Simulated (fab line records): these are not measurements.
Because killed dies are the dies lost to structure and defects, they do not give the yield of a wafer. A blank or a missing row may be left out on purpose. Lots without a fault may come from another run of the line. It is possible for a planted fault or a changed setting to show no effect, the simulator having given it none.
The tool behind it: which one? + flow gf180mcu + Sampling: 6 lots, 18 wafers, 3 of 602 route steps

== WHAT THE GAUGES READ, wafer by wafer ==
GF_PSD_RS_MEAS_14: measures by four-point-probe.
| lot  | measured     | on           | NSD_RS (ohm/sq)   |
|------|--------------|--------------|-------------------|
| L630 | day 14 20:38 | filmMetro-01 | 46.10 46.16 46.15 |
| L633 | day 16 06:50 | filmMetro-02 | 46.24 46.16 46.15 |
| L635 | day 17 01:34 | filmMetro-01 | 46.19 46.23 46.11 |
| L641 | day 18 20:29 | filmMetro-02 | 46.06 46.22 46.13 |
| L645 | day 20 09:24 | filmMetro-01 | 43.22 43.21 43.15 |
| L649 | day 21 16:28 | filmMetro-01 | 46.25 46.22 46.19 |

== WHAT TOOL EACH LOT RAN ON (gives the tool, then ch and the chambers of the sampled wafers, and finally the start) ==
| lot  | GF_HV_LDD_STRIP_37                  | GF_PSD_RTA_13                   |
|------|-------------------------------------|---------------------------------|
| L630 | plasmaAsher-04 ch 0,1, day 12 03:38 | rtpAnneal-02 ch 0, day 14 20:28 |
| L633 | plasmaAsher-02 ch 0,1, day 13 10:55 | rtpAnneal-01 ch 0, day 16 06:45 |
| L635 | plasmaAsher-04 ch 0,1, day 14 04:06 | rtpAnneal-01 ch 0, day 17 01:28 |
| L641 | plasmaAsher-02 ch 0,1, day 15 17:53 | rtpAnneal-01 ch 0, day 18 20:23 |
| L645 | plasmaAsher-01 ch 0,1, day 17 05:33 | rtpAnneal-02 ch 0, day 20 09:17 |
| L649 | plasmaAsher-04 ch 0,1, day 18 10:47 | rtpAnneal-01 ch 0, day 21 16:23 |
- GF_HV_LDD_STRIP_37: strips in O2/N2.
- GF_PSD_RTA_13: time 20 s.

== THE ANSWER, worked out from the rows above alone ==
Rule: the lots themselves supply what counts as usual. Put in order of their means at a reading, lots are off if they are a third of the lots or fewer, leave a main group of 4 or more, and stand apart from it by a gap of 3 or more times the standard deviation of the main group's means; of several such gaps the widest counts. A main group is skipped when, at the precision printed for the reading in the tables above, its means are all equal. Also off: a lot with no number at a reading for which 4 or more lots have one. Any other lot the step has rows for is counted as sound.
Off: L645, seen at GF_PSD_RS_MEAS_14 (NSD_RS). Mean 46.17 ohm/sq and standard deviation 0.031 in the main group.
If a tool, at a process step before that reading, ran all the lots that are off and no sound lot after the first of them, it fits. The gauges at GF_PSD_RS_MEAS_14 are tried like those tools. 2 tools fit, plasmaAsher-01 at GF_HV_LDD_STRIP_37 and rtpAnneal-02 at GF_PSD_RTA_13, so this cannot tell which one it is.

== WHAT THE SIMULATOR PUT IN ==
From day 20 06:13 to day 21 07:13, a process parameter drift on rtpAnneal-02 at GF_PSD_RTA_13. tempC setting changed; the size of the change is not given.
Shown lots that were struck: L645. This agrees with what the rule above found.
